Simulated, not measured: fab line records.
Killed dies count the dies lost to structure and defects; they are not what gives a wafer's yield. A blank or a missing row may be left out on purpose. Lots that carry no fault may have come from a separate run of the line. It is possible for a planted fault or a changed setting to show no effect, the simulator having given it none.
Problem report in the 8D (eight disciplines) form, filled by code + flow gf180mcu + the parts of the form that need people (team, actions taken, sign-off) are left out

## 1. THE ISSUE
Wafers without a fault read 6499.8 W, standard deviation 1.3; cathode-dc-power-W at GF_TOP_METAL_SPUTTER_04 reads a mean of 7375.5 W on 5 wafers belonging to 3 lots. So: +99 or more standard deviations from the usual mean.
The step: material TiN, target thk 25 nm, time 20.8 s.
First observed at day 32 00:37: wafer L981.6, on pvd-sputter-04. Wafers with a number at this step in the record: 21, from 7 lots. By rule, "out" or "out of limits" means more than 4 standard deviations away from the usual mean. The rest of the wafers with a number are treated as sound.

## 2. WHAT IT IS AND WHAT IT IS NOT
| question                    | is                                     | is not                                                                          |
|-----------------------------|----------------------------------------|---------------------------------------------------------------------------------|
| which readings at this step | cathode-dc-power-W                     | -                                                                               |
| which lots                  | L981, L982, L984                       | L968, L971, L974, L989                                                          |
| which wafers of those lots  | L981.6, L982.3, L982.5, L984.1, L984.6 | L981.1, L981.4, L982.2, L984.4                                                  |
| read on which tools         | pvd-sputter-04                         | pvd-sputter-02                                                                  |
| when                        | from day 32 00:37                      | up to then (11 sound wafers); but 5 sound wafers of L982, L984, L989 came after |

## 3. WHAT RULES OUT EACH SUSPECT
Counting: any tool at a process step up to the reading remains a suspect provided it ran every lot that is out. Sound lots after the first of them don't rule it out here, since some wafers of a struck lot are sound.
- cvd-w-02 at GF_V5_CVD_23 (deposits W, target thk 350 nm, time 104.9 s): kept. It ran every lot that is out, first L981 (day 31 23:50); its last sound lot up to then is L971 (day 29 13:27).
- pvd-sputter-04 at GF_TOP_METAL_SPUTTER_00 (material Ti, target thk 37.5 nm, time 150 s): kept. It ran every lot that is out, first L981 (day 32 00:26); its last sound lot up to then is L968 (day 28 00:47).
- pvd-sputter-04 at GF_TOP_METAL_SPUTTER_01 (material TiN, target thk 30 nm, time 25 s): kept. It ran every lot that is out, first L981 (day 32 00:32); its last sound lot up to then is L968 (day 28 00:53).
- pvd-sputter-04 at GF_TOP_METAL_SPUTTER_02 (material AlCu, target thk 900 nm, time 47.82 s): kept. It ran every lot that is out, first L981 (day 32 00:34); its last sound lot up to then is L968 (day 28 00:55).
- pvd-sputter-04 at GF_TOP_METAL_SPUTTER_04 (material TiN, target thk 25 nm, time 20.8 s): kept. It ran every lot that is out, first L981 (day 32 00:37); its last sound lot up to then is L968 (day 28 00:59). On those wafers its own readings are out: cathode-dc-power-W.
Left after counting: cvd-w-02 at GF_V5_CVD_23, pvd-sputter-04 at GF_TOP_METAL_SPUTTER_00, pvd-sputter-04 at GF_TOP_METAL_SPUTTER_01, pvd-sputter-04 at GF_TOP_METAL_SPUTTER_02, pvd-sputter-04 at GF_TOP_METAL_SPUTTER_04.

## 4. THE CAUSE (what the simulator had put in)
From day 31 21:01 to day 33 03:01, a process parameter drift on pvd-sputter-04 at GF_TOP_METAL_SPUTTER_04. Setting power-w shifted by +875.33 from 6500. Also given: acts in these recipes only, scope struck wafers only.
After counting, 5 suspects remain, this tool included.

## 5. SEQUENCE OF EFFECTS, ordered by route
Rows list readings where the struck wafers' mean (over those with a number) sits beyond 3 standard deviations from the usual. Scope: only readings with a usual standard deviation given in the record; hours: median across lots of the time from each lot's start at the first step in this table that gives one to its start at this step; sigmas: change in usual standard deviations.
| hours | step                    | reading            | usual    | on struck wafers | change | sigmas      |
|-------|-------------------------|--------------------|----------|------------------|--------|-------------|
| 0     | GF_TOP_METAL_SPUTTER_04 | cathode-dc-power-W | 6499.8 W | 7375.5           | +875.7 | +99 or more |
The process steps in it:
- GF_TOP_METAL_SPUTTER_04: material TiN, target thk 25 nm, time 20.8 s.
Later measuring or inspecting steps at which every struck wafer that the step has a row for has a number for every such reading, and none has moved that far: GF_TOP_METAL_RS_MEAS_05, GF_TOP_METAL_THK_MEAS_06, GF_TOP_METAL_CD_MEAS_14, GF_TOP_METAL_OVL_MEAS_15.

## 6. WHAT WOULD HAVE CAUGHT IT SOONER
In this record no reading fell out of limits until day 32 00:37, 4 hours after the fault had begun at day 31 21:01.
